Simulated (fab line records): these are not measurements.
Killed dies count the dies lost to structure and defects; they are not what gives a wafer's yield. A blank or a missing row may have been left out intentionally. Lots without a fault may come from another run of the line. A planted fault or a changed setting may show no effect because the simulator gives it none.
A lot that was struck, set against a sound lot ; flow sky130 ; 21 steps out of a route of 708
Sound: these wafers, L453.1, L453.2, L453.4. The struck wafers were L466.1, L466.4, L466.6. At the end, the cause is stated.
Each step with rows lists, per side, the tool, then ch with its chambers, then its first start. Under that, the readings that differ: sound wafers ; struck wafers ; difference of the means ; sigmas: that difference in standard deviations of wafers without a fault.
alike: same words and numbers on both sides, and readings whose means sit less than 2 such deviations apart. not compared: any withheld reading, any reading some wafer has no value for, any bound like >300 that may hide the same value, and any number with overlapping values for which the record gives no deviation.
The two part at a step that has a row with sigmas, a row that says differs or no value, or rows on one side only. Non-overlapping numbers with no deviation appear without sigmas and do not part them. A reading that every wafer of one side lacks parts them only if that side has two wafers or more.

first, 4 steps without rows for these wafers: SKY_LDD_HVN_SOFTBAKE_03 (time 60 s); SKY_LDD_HVN_EXPOSE_04 (exposes mask HVNTM, target cd 700 nm); SKY_LDD_HVN_PEB_05; SKY_LDD_HVN_DEVELOP_06 (develop time 60 s).
SKY_LDD_HVN_OVL_MEAS_07:
  struck on overlay-02, day 25 10:37; sound on overlay-02, day 20 08:56
  alike: LDD_HVN_OVL
then, 1 step without rows for these wafers: SKY_LDD_HVN_IMPLANT_08.
SKY_LDD_HVN_STRIP_09: strips in O2/N2.
  sound on plasma asher-01 ch 0,1, day 20 09:07; struck on plasma asher-04 ch 0, day 25 10:47
  alike: drypump motor current A, oes product au, strip time to endpoint s
  not compared: rf hours counter h
SKY_LDD_HVN_TW_MEAS_10:
  struck on film metro-04, day 25 10:53; sound on film metro-04, day 20 09:13
  alike: LDD_HVN_TW
then, 4 steps without rows for these wafers: SKY_LDD_HVP_DEHYDRATE_00 (time 60 s); SKY_LDD_HVP_HMDS_01 (prime time 60 s); SKY_LDD_HVP_COAT_02 (resist thk 300 nm); SKY_LDD_HVP_SOFTBAKE_03 (time 60 s).
SKY_LDD_HVP_EXPOSE_04: exposes mask HVPTM, target cd 700 nm.
  sound on iline stepper-01 ch 0, day 20 21:09; struck on iline stepper-01 ch 0, day 26 02:05
reading;sound;struck;difference;sigmas
mask;HVPTM#0 HVPTM#0 HVPTM#0;LDNTM#0 LDNTM#0 LDNTM#0;differs;
  alike: reticle temp C
then, 2 steps without rows for these wafers: SKY_LDD_HVP_PEB_05; SKY_LDD_HVP_DEVELOP_06 (develop time 60 s).
SKY_LDD_HVP_OVL_MEAS_07:
  struck on overlay-01, day 26 15:50; sound on overlay-02, day 21 11:31
reading;sound;struck;difference;sigmas
LDD_HVP_OVL (nm);-0.8 0.1 0.3;- - -;no value on the struck wafers;
then, 1 step without rows for these wafers: SKY_LDD_HVP_IMPLANT_08.
SKY_LDD_HVP_STRIP_09: strips in O2/N2.
  sound on plasma asher-01 ch 0,1, day 21 11:41; struck on plasma asher-04 ch 0,1, day 26 16:01
  alike: drypump motor current A, oes product au, strip time to endpoint s
  not compared: rf hours counter h
SKY_LDD_HVP_TW_MEAS_10:
  struck on film metro-01, day 26 16:07; sound on film metro-03, day 21 11:47
reading;sound;struck;difference;sigmas
LDD_HVP_TW;458 460 461;29 30 30;-430;-99 or more
then, 1 step without rows for these wafers: SKY_LDD_LDN_DEHYDRATE_00 (time 60 s).
SKY_PAD_OPEN_PROBE_99:
  the record holds rows for the sound wafers here (prober-02, day 45 23:37) but none for the struck ones

== WHERE THEY PART ==
Last at SKY_PAD_OPEN_PROBE_99 as far as this record goes, first at SKY_LDD_HVP_EXPOSE_04.

WHY: the cause the simulator had injected
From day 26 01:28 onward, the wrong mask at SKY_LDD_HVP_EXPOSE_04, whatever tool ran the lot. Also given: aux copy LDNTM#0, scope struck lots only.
